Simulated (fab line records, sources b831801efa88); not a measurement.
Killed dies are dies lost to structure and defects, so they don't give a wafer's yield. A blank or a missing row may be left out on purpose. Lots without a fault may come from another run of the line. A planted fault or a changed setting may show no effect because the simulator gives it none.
Tool commonality check | flow gf180mcu | 12 lots, 42 wafers sampled

WHY IT WAS OPENED
At GF_STI_THK_MEAS_24 the reading STI_CVD_23_THK is flagged on 2 of 12 lots. Wafers without a fault read 651 nm, standard deviation 6.5.
Rule: a lot is flagged when every wafer of it that has a number lies more than 4 standard deviations from that mean, or none has a number. The other lots count as sound.

lot  | measured    | on            | STI_CVD_23_THK (nm), wafer by wafer | flag
L747 | day 2 03:11 | film_metro-03 | 654 645 656                         |
L749 | day 2 14:12 | film_metro-01 | 650 669 658                         |
L752 | day 3 06:10 | film_metro-03 | 646 661 657                         |
L753 | day 3 11:33 | film_metro-03 | 642 649 648                         |
L754 | day 3 15:47 | film_metro-04 | 602 600 604 602 600 605             | FLAGGED
L755 | day 3 20:52 | film_metro-01 | 657 657 652                         |
L756 | day 4 01:16 | film_metro-03 | 643 642 645                         |
L758 | day 4 13:14 | film_metro-04 | 607 606 610 606 606 610             | FLAGGED
L759 | day 4 17:03 | film_metro-01 | 651 647 656                         |
L768 | day 6 18:52 | film_metro-03 | 650 654 650                         |
L769 | day 6 21:08 | film_metro-04 | 643 650 642                         |
L770 | day 7 03:40 | film_metro-03 | 647 651 645                         |
The numbers of the flagged lots are 605 nm on average: -46 nm against the usual, or -7 standard deviations.

WHICH TOOL RAN EACH LOT
The record holds 1 process step before the reading, out of a route of 602 steps. In each cell: the tool, then ch and the chambers that the sampled wafers went through, then the start.
lot  | flag    | GF_STI_CVD_23
L747 |         | hdpcvd-02 ch 0,2, day 2 03:06
L749 |         | hdpcvd-02 ch 0,1,2, day 2 14:07
L752 |         | hdpcvd-01 ch 1,2, day 3 06:05
L753 |         | hdpcvd-02 ch 1,2, day 3 11:27
L754 | FLAGGED | hdpcvd-02 ch 1,2, day 3 15:43
L755 |         | hdpcvd-01 ch 0,1,2, day 3 20:47
L756 |         | hdpcvd-01 ch 0,1, day 4 01:11
L758 | FLAGGED | hdpcvd-02 ch 0,1,2, day 4 13:10
L759 |         | hdpcvd-01 ch 0,1,2, day 4 16:58
L768 |         | hdpcvd-02 ch 0,1, day 6 18:47
L769 |         | hdpcvd-01 ch 1,2, day 6 21:03
L770 |         | hdpcvd-01 ch 0,1,2, day 7 03:35
What these steps do:
- GF_STI_CVD_23: deposits SiO2, target thk 650 nm, time 108.3 s.
- GF_STI_THK_MEAS_24

FLAGGED OVER TOTAL, TOOL BY TOOL (the gauges that took the reading come last)
step               | tool          | lots run | flagged | share of the flagged lots | sound lots run after its first flagged lot
GF_STI_CVD_23      | hdpcvd-01     | 6        | 0       | none                      | -
GF_STI_CVD_23      | hdpcvd-02     | 6        | 2       | all                       | 1 (L768)
GF_STI_THK_MEAS_24 | film_metro-01 | 3        | 0       | none                      | -
GF_STI_THK_MEAS_24 | film_metro-03 | 6        | 0       | none                      | -
GF_STI_THK_MEAS_24 | film_metro-04 | 3        | 2       | all                       | 1 (L769)

WHAT THE TABLE ALLOWS
2 rows of the table ran every flagged lot: hdpcvd-02 at GF_STI_CVD_23, film_metro-04 at GF_STI_THK_MEAS_24.
- hdpcvd-02 at GF_STI_CVD_23: 2 of its 6 lots flagged. Sound lots ran on it after the first flagged one (L768), which a lasting fault on the whole tool wouldn't allow.
- film_metro-04 at GF_STI_THK_MEAS_24: 2 of its 3 lots flagged. Sound lots ran on it after the first flagged one (L769), which a lasting fault on the whole tool wouldn't allow.
No row of the table ran every flagged lot and no sound lot after the first.

WHAT THE SIMULATOR HAD PUT IN
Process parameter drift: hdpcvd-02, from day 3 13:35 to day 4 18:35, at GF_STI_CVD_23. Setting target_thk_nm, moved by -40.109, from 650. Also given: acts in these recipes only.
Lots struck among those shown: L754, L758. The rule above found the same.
